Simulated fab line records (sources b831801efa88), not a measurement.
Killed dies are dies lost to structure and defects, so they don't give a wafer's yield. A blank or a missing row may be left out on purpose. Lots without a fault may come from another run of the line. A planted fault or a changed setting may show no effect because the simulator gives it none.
fab line records	flow sky130
record: lots: 12	wafers: 36	last-day: 50
route steps=708 shown VIA2@508 CAPM@539 PAD_OPEN@708
lots that met no fault: from a run of the same line without faults
start-h: hours from the record's first day to the start of the lot's first wafer shown	wait-h: time in hours since the lot's previous step	" the same as in the row above	L1.1+2: a row that stands for several wafers	- either no value or no given start	* or withheld: withheld	< > ~ a bound
route shown NAME@n: a module of which the file shows steps, and the number in the route of the first	usual: average and standard deviation across the fault-free wafers	same: alike in all rows	chamber/n: place in a boat	sites: the reading at each site	_std_site: the values' standard deviation	_edge_site: mean of outer sites minus mean of inner sites	radius-mm: for every site, how far away it sits from the centre of the wafer	mask NAME#n: copy n	behind: the last tool/chamber to shape the wafer	hold: cause of the lot's hold/its duration in hours/its outcome	device: the n, p or np transistor that did not switch	end of line: tests run on the same wafers once the route is complete	step lacking rows: just its recipe	killed: dies that structure and defects cost at the first sort, which is not the same as the wafer's yield	map: dies across one wafer; x = killed, . = not, _ = none there
set.NAME: the setting the step ran with; set.NAME@STEP: the setting that earlier step ran with	model.NAME: the simulator's own value behind a step, which no gauge read
route steps across a sampled set of lots; one table per step, one row per wafer
services: a tool's chamber out of use, with start hour (start-h, from the record's first day; less than 0 if before it), hours out, and reason
== steps ==
step: SKY_VIA2_THK_MEAS_01
recipe: reads: SiO2_of_VIA2_HDPCVD_00
usual: VIA2_HDPCVD_THK: 1181/14
lot.wafer	tool	chamber	start-h	wait-h	VIA2_HDPCVD_THK[nm]
L238.1	film-metro-01	-	803.91	0.1	1173
L238.4	"	-	"	"	1175
L238.6	"	-	"	"	1165
L240.1	film-metro-02	-	833.52	0.1	1184
L240.2	"	-	"	"	1213
L240.4	"	-	"	"	1206
L243.1	film-metro-03	-	860.89	0.1	1146
L243.2	"	-	"	"	1158
L243.6	"	-	"	"	1170
L245.1	film-metro-01	-	878.16	0.1	1180
L245.3	"	-	"	"	1174
L245.5	"	-	"	"	1177
L248.1	film-metro-03	-	911.54	0.1	1183
L248.2	"	-	"	"	1180
L248.4	"	-	"	"	1172
L252.2	film-metro-01	-	925.27	0.1	1195
L252.3	"	-	"	"	1179
L252.4	"	-	"	"	1201
L253.1	film-metro-03	-	934.97	0.1	1186
L253.3	"	-	"	"	1191
L253.4	"	-	"	"	1182
L256.1	film-metro-03	-	959.88	0.1	1179
L256.3	"	-	"	"	1209
L256.6	"	-	"	"	1214
L257.1	film-metro-03	-	960.98	0.1	1188
L257.4	"	-	"	"	1201
L257.5	"	-	"	"	1173
L258.1	film-metro-02	-	965.34	0.1	1172
L258.2	"	-	"	"	1174
L258.3	"	-	"	"	1169
L259.2	film-metro-02	-	972.60	0.1	1177
L259.3	"	-	"	"	1184
L259.4	"	-	"	"	1185
L260.1	film-metro-01	-	980.78	0.1	1169
L260.5	"	-	"	"	1192
L260.6	"	-	"	"	1184
step: SKY_VIA2_ETCH_14
recipe: chemistry: N2/H2	target: BARC	ion-energy-ev: 200	source-w: 500	bias-w: 100	pressure-mtorr: 30	n2-flow-sccm: 100	h2-flow-sccm: 200	stop-on: SiO2	time-s: 45.9	target-depth-a: 600
usual: drypump-motor-current-A: 5.7/0.36	oes-product-au: 0.854/0.0046	rf-fwd-power-W: 494.0/2.3	throttle-valve-pct: 13.225/0.0095
lot.wafer	tool	chamber	start-h	wait-h	drypump-motor-current-A	oes-product-au	rf-fwd-power-W	rf-hours-counter-h	throttle-valve-pct
L238.1	rie-diel-02	0	832.13	0.0	5.8	0.851	496.0	37	13.231
L238.4	"	0	"	"	5.8	0.854	492.0	-	13.227
L238.6	"	1	"	"	5.9	0.841	491.3	-	13.223
L240.1	rie-diel-03	2	861.06	0.0	5.4	0.850	491.9	2	13.228
L240.2	"	3	"	"	6.0	0.861	494.0	4	13.237
L240.4	"	0	"	"	5.6	0.849	493.4	13	13.213
L243.1	rie-diel-02	2	888.39	0.0	6.2	0.854	495.3	4	13.220
L243.2	"	3	"	"	5.4	0.850	495.2	2	13.213
L243.6	"	2	"	"	6.2	0.856	493.5	-	13.224
L245.1	rie-diel-02	1	904.74	0.0	5.8	0.853	493.5	9	13.223
L245.3	"	0	"	"	5.7	0.858	495.6	2	13.209
L245.5	"	0	"	"	5.7	0.859	493.7	-	13.237
L248.1	rie-diel-03	0	936.98	0.0	5.6	0.856	494.9	15	13.217
L248.2	"	1	"	"	6.0	0.865	497.9	6	13.234
L248.4	"	2	"	"	5.4	0.855	490.1	4	13.226
L252.2	rie-diel-02	1	951.03	0.0	5.8	0.857	491.8	10	13.215
L252.3	"	3	"	"	5.3	0.855	497.2	4	13.218
L252.4	"	0	"	"	5.8	0.853	495.3	3	13.224
L253.1	rie-diel-04	1	959.63	0.0	6.2	0.857	495.2	9	13.222
L253.3	"	0	"	"	5.1	0.850	498.0	10	13.234
L253.4	"	3	"	"	5.2	0.853	491.2	22	13.230
L256.1	rie-diel-02	1	984.53	0.0	5.8	0.849	493.3	11	13.227
L256.3	"	0	"	"	5.8	0.849	499.0	4	13.217
L256.6	"	1	"	"	5.8	0.853	491.7	-	13.232
L257.1	rie-diel-03	3	985.88	0.0	6.0	0.854	495.6	7	13.222
L257.4	"	0	"	"	5.6	0.849	492.1	17	13.216
L257.5	"	2	"	"	5.4	0.856	493.3	-	13.249
L258.1	rie-diel-03	2	989.88	0.0	5.4	0.846	493.6	5	13.212
L258.2	"	3	"	"	6.1	0.850	493.4	7	13.214
L258.3	"	1	"	"	6.0	0.849	498.5	7	13.227
L259.2	rie-diel-02	1	996.94	0.0	5.8	0.858	490.2	12	13.229
L259.3	"	3	"	"	5.3	0.851	497.9	6	13.210
L259.4	"	0	"	"	5.7	0.855	495.7	5	13.230
L260.1	rie-diel-02	1	1004.54	0.0	5.8	0.853	491.4	12	13.223
L260.5	"	1	"	"	5.8	0.856	490.4	-	13.219
L260.6	"	3	"	"	5.3	0.852	494.8	-	13.210
step: SKY_CAPM_SPUTTER_02
recipe: material: TiN	target-thk-nm: 200	temp-c: 300	power-w: 6500	time-s: 166.7	chamber-pressure-pa: 0.4
usual: cathode-dc-power-W: 6499.9/1.1	throttle-valve-pct: 29.7/1.5
lot.wafer	tool	chamber	start-h	wait-h	cathode-dc-power-W	throttle-valve-pct
L238.1	pvd-sputter-03	-	834.09	0.1	6500.9	29.5
L238.4	"	-	"	"	6499.8	31.1
L238.6	"	-	"	"	6500.6	29.4
L240.1	pvd-sputter-03	-	862.67	0.1	6501.8	31.2
L240.2	"	-	"	"	6498.0	29.7
L240.4	"	-	"	"	6500.7	26.4
L243.1	pvd-sputter-01	-	890.01	0.1	6499.6	29.2
L243.2	"	-	"	"	6501.2	29.8
L243.6	"	-	"	"	6500.2	29.6
L245.1	pvd-sputter-03	-	909.13	0.1	6500.8	30.4
L245.3	"	-	"	"	6499.1	31.0
L245.5	"	-	"	"	6500.2	29.8
L248.1	pvd-sputter-03	-	938.63	0.1	6501.2	31.2
L248.2	"	-	"	"	6498.5	30.3
L248.4	"	-	"	"	6499.1	26.3
L252.2	pvd-sputter-03	-	952.66	0.0	6359.2	29.9
L252.3	"	-	"	"	6360.8	30.6
L252.4	"	-	"	"	6360.9	29.8
L253.1	pvd-sputter-03	-	961.27	0.1	6360.8	29.7
L253.3	"	-	"	"	6359.7	31.0
L253.4	"	-	"	"	6359.8	30.3
L256.1	pvd-sputter-01	-	986.14	0.1	6498.0	29.8
L256.3	"	-	"	"	6501.3	31.8
L256.6	"	-	"	"	6497.6	29.1
L257.1	pvd-sputter-01	-	987.48	0.1	6499.5	29.0
L257.4	"	-	"	"	6499.6	31.8
L257.5	"	-	"	"	6500.2	28.9
L258.1	pvd-sputter-04	-	991.48	0.1	6501.1	30.3
L258.2	"	-	"	"	6499.5	30.1
L258.3	"	-	"	"	6501.0	28.2
L259.2	pvd-sputter-04	-	998.56	0.0	6501.1	28.0
L259.3	"	-	"	"	6501.2	30.6
L259.4	"	-	"	"	6500.8	30.1
L260.1	pvd-sputter-04	-	1006.16	0.1	6501.7	28.2
L260.5	"	-	"	"	6498.5	29.9
L260.6	"	-	"	"	6501.9	30.6
step: SKY_CAPM_RS_MEAS_03
recipe: thk-meas-gauge: four-point-probe	reads: TiN_of_CAPM_SPUTTER_02
usual: CAPM_TIN_RS: 6.92/0.089
lot.wafer	tool	chamber	start-h	wait-h	CAPM_TIN_RS[ohm/sq]
L238.1	film-metro-04	-	834.20	0.1	6.90
L238.4	"	-	"	"	6.90
L238.6	"	-	"	"	6.96
L240.1	film-metro-02	-	862.78	0.1	6.79
L240.2	"	-	"	"	6.88
L240.4	"	-	"	"	6.84
L243.1	film-metro-02	-	890.12	0.1	6.87
L243.2	"	-	"	"	6.78
L243.6	"	-	"	"	6.78
L245.1	film-metro-04	-	909.24	0.1	6.83
L245.3	"	-	"	"	6.89
L245.5	"	-	"	"	6.93
L248.1	film-metro-04	-	938.74	0.1	6.85
L248.2	"	-	"	"	6.90
L248.4	"	-	"	"	6.95
L252.2	film-metro-04	-	952.79	0.1	7.12
L252.3	"	-	"	"	6.99
L252.4	"	-	"	"	7.09
L253.1	film-metro-04	-	961.37	0.1	7.12
L253.3	"	-	"	"	7.02
L253.4	"	-	"	"	7.09
L256.1	film-metro-01	-	986.25	0.1	6.99
L256.3	"	-	"	"	6.94
L256.6	"	-	"	"	7.04
L257.1	film-metro-04	-	987.59	0.1	7.03
L257.4	"	-	"	"	6.99
L257.5	"	-	"	"	7.07
L258.1	film-metro-02	-	991.59	0.1	6.99
L258.2	"	-	"	"	7.01
L258.3	"	-	"	"	6.86
L259.2	film-metro-02	-	998.69	0.1	6.88
L259.3	"	-	"	"	6.88
L259.4	"	-	"	"	6.97
L260.1	film-metro-01	-	1006.27	0.1	7.02
L260.5	"	-	"	"	7.16
L260.6	"	-	"	"	7.01
step: SKY_PAD_OPEN_PROBE_99
usual: defect-limited-yield: 82.2/1.8	killed_at_M0_to_M3: 43/6.6	killed_at_M4_up: 3.2/1.9	killed-at-contacts: 25/5.3	killed-at-front-end: 16/4.5	killed-at-other: 0.3/0.63	killed-dies: 87/8.9	killed-open: 48/7.9	killed-short: 39/5.3	sort_bin_3_pad_short: 0.8/0.38	sort_bin_5_function: 10.5/1.5	sort_bin_6_memory: 6.4/1.2	sort-n-pass: 405/8.9	sort-yield-pct: 82.2/1.8
same: gross-dies: 492	killed-at-back-side: 0	sort_bin_4_leakage[%]: 0	sort_bin_8_speed[%]: 0
lot.wafer	tool	chamber	start-h	wait-h	defect-limited-yield[%]	killed_at_M0_to_M3	killed_at_M4_up	killed-at-contacts	killed-at-front-end	killed-at-other	killed-dies	killed-open	killed-short	sort_bin_3_pad_short[%]	sort_bin_5_function[%]	sort_bin_6_memory[%]	sort-n-pass	sort-yield-pct[%]
L253.1	prober-02	-	1160.19	0.1	82.3	35	5	30	17	0	87	50	36	0.6	11.2	5.9	405	82.3
L253.3	prober-02	-	1160.29	0.2	78.7	55	3	22	25	0	105	57	46	1.4	12.2	7.7	387	78.7
L253.4	prober-02	-	1160.34	0.2	82.5	38	5	29	14	0	86	50	34	0.4	10.2	6.9	406	82.5
L256.1	prober-01	-	1178.29	0.1	82.1	49	2	28	9	0	88	50	38	1.2	11.8	4.9	404	82.1
L256.3	prober-01	-	1178.39	0.2	83.5	41	3	23	14	0	81	45	35	0.8	10.2	5.5	411	83.5
L256.6	prober-01	-	1178.54	0.2	80.7	48	6	24	17	0	95	46	48	1.0	10.4	7.9	397	80.7
L257.1	prober-02	-	1179.98	0.1	81.9	49	1	24	15	0	89	47	42	0.4	12.4	5.3	403	81.9
L257.4	prober-02	-	1180.13	0.2	78.5	52	6	34	14	0	106	58	47	1.2	12.0	8.3	386	78.5
L257.5	prober-02	-	1180.18	0.2	80.3	50	0	27	20	0	97	58	37	0.2	12.4	7.1	395	80.3
L258.1	prober-01	-	1183.70	0.1	81.9	37	3	31	18	0	89	49	39	1.2	8.3	8.5	403	81.9
L258.2	prober-01	-	1183.75	0.1	79.1	42	6	38	17	0	103	53	50	2.2	8.9	9.8	389	79.1
L258.3	prober-01	-	1183.80	0.2	81.9	47	2	16	24	0	89	51	38	1.0	10.2	6.9	403	81.9
killed by level:class
L253.1 CONTACT:geometric-particle:open=11 FIELD_ISO:geometric-particle:open=7 LI_CONTACT:geometric-particle:open=7 VIA1:geometric-particle:open=6 VIA1:geometric-particle:short=6 CONTACT:geometric-particle:short=5 METAL2:geometric-particle:short=5 FIELD_ISO:geometric-particle:short=4
L253.3 VIA1:geometric-particle:open=10 VIA2:geometric-particle:open=9 VIA3:geometric-particle:open=9 FIELD_ISO:geometric-particle:open=8 FIELD_ISO:geometric-particle:short=7 CONTACT:geometric-particle:open=7 METAL2:geometric-particle:short=7 CONTACT:geometric-particle:short=6
L253.4 CONTACT:geometric-particle:open=13 METAL2:geometric-particle:short=7 LI_CONTACT:geometric-particle:open=6 POLY_GATE:geometric-particle:open=5 VIA1:geometric-particle:open=5 CONTACT:geometric-particle:short=5 VIA2:geometric-particle:open=5 FIELD_ISO:geometric-particle:open=4
L256.1 VIA3:geometric-particle:open=11 CONTACT:geometric-particle:open=9 VIA1:geometric-particle:short=8 VIA1:geometric-particle:open=8 VIA2:geometric-particle:open=7 CONTACT:geometric-particle:short=6 LI_CONTACT:geometric-particle:open=5 FIELD_ISO:geometric-particle:open=4
L256.3 CONTACT:geometric-particle:open=10 VIA1:geometric-particle:open=9 VIA2:geometric-particle:open=8 VIA3:geometric-particle:open=7 FIELD_ISO:geometric-particle:short=4 POLY_GATE:geometric-particle:short=4 LI_CONTACT:geometric-particle:open=4 CONTACT:geometric-particle:short=4
L256.6 VIA1:geometric-particle:open=12 CONTACT:geometric-particle:open=10 VIA3:geometric-particle:open=9 FIELD_ISO:geometric-particle:short=7 METAL4:geometric-particle:short=6 CONTACT:geometric-particle:short=5 LI_CONTACT:geometric-particle:open=5 METAL1:geometric-particle:short=5
L257.1 VIA1:geometric-particle:open=15 CONTACT:geometric-particle:open=8 LOCAL_INTERCONNECT:geometric-particle:short=7 LI_CONTACT:geometric-particle:open=6 POLY_GATE:geometric-particle:short=5 METAL1:geometric-particle:short=5 VIA2:geometric-particle:short=4 VIA1:geometric-particle:short=4
L257.4 VIA1:geometric-particle:open=13 LI_CONTACT:geometric-particle:open=10 CONTACT:geometric-particle:open=10 VIA1:geometric-particle:short=8 LOCAL_INTERCONNECT:geometric-particle:short=7 VIA3:geometric-particle:open=7 METAL2:geometric-particle:short=6 VIA2:geometric-particle:open=5
L257.5 VIA3:geometric-particle:open=15 LI_CONTACT:geometric-particle:open=11 VIA1:geometric-particle:open=9 METAL2:geometric-particle:short=8 VIA2:geometric-particle:open=7 CONTACT:geometric-particle:open=6 FIELD_ISO:geometric-particle:short=4 SPACER:geometric-particle:open=4
L258.1 CONTACT:geometric-particle:open=13 LI_CONTACT:geometric-particle:open=12 VIA1:geometric-particle:short=8 VIA1:geometric-particle:open=6 FIELD_ISO:geometric-particle:short=5 METAL2:geometric-particle:short=5 POLY_GATE:geometric-particle:open=4 VIA2:geometric-particle:short=4
L258.2 CONTACT:geometric-particle:open=16 VIA1:geometric-particle:open=12 LI_CONTACT:geometric-particle:short=6 LOCAL_INTERCONNECT:geometric-particle:short=6 METAL1:geometric-particle:short=6 POLY_GATE:geometric-particle:short=5 LI_CONTACT:geometric-particle:open=5 CONTACT:geometric-particle:short=5
L258.3 VIA1:geometric-particle:open=16 POLY_GATE:geometric-particle:open=8 LI_CONTACT:geometric-particle:open=6 METAL1:geometric-particle:short=6 FIELD_ISO:geometric-particle:short=5 POLY_GATE:geometric-particle:short=5 VIA2:geometric-particle:open=5 VIA3:geometric-particle:open=4
== services ==
tool	chamber	start-h	hours	kind
rie-diel-02	3	814.56	-	clean
rie-diel-02	3	814.56	18.8	scheduled-down
rie-diel-02	3	814.56	18.8	vent-cycle
rie-diel-03	3	826.75	3.7	repair
rie-diel-03	-	827.44	15.6	pm
pvd-sputter-01	-	828.92	1.6	repair
rie-diel-02	0	833.34	-	clean
rie-diel-02	0	833.34	22.2	scheduled-down
rie-diel-02	0	833.34	22.2	vent-cycle
rie-diel-04	3	834.40	19.4	repair
rie-diel-02	-	837.70	0.6	repair
pvd-sputter-01	-	838.44	1.7	repair
rie-diel-03	2	849.04	7.3	repair
rie-diel-02	3	849.47	9.4	repair
pvd-sputter-03	-	856.70	2.2	repair
rie-diel-04	3	885.28	6.2	repair
rie-diel-03	1	886.19	36.4	repair
rie-diel-03	3	893.10	4.9	repair
rie-diel-04	2	896.27	6.9	repair
pvd-sputter-01	-	927.11	4.4	repair
pvd-sputter-03	-	961.74	3.9	repair
rie-diel-03	-	964.78	6.4	repair
pvd-sputter-01	-	997.86	2.1	repair
rie-diel-02	0	1003.12	4.2	repair
== key ==
first-sign: step: SKY_CAPM_SPUTTER_02	reading: cathode-dc-power-W	direction: down	sigmas: 99+	usual: 6499.9	struck: 6360.2
effect: step: SKY_CAPM_RS_MEAS_03	reading: CAPM_TIN_RS	direction: up	sigmas: 1.7	usual: 6.92	struck: 7.07
met-at SKY_CAPM_SPUTTER_02
struck-lots L252,L253
not-acting-at SKY_VIA2_THK_MEAS_01,SKY_VIA2_ETCH_14,SKY_CAPM_RS_MEAS_03
onset-between 938.63 952.66
fault: kind: process-parameter-drift	tool: pvd-sputter-03	chamber: -	onset-h: 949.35	steps: SKY_CAPM_SPUTTER_02	channel: power-w	offset: *	shape: step	end-h: 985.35	acts-in: *	stated: *
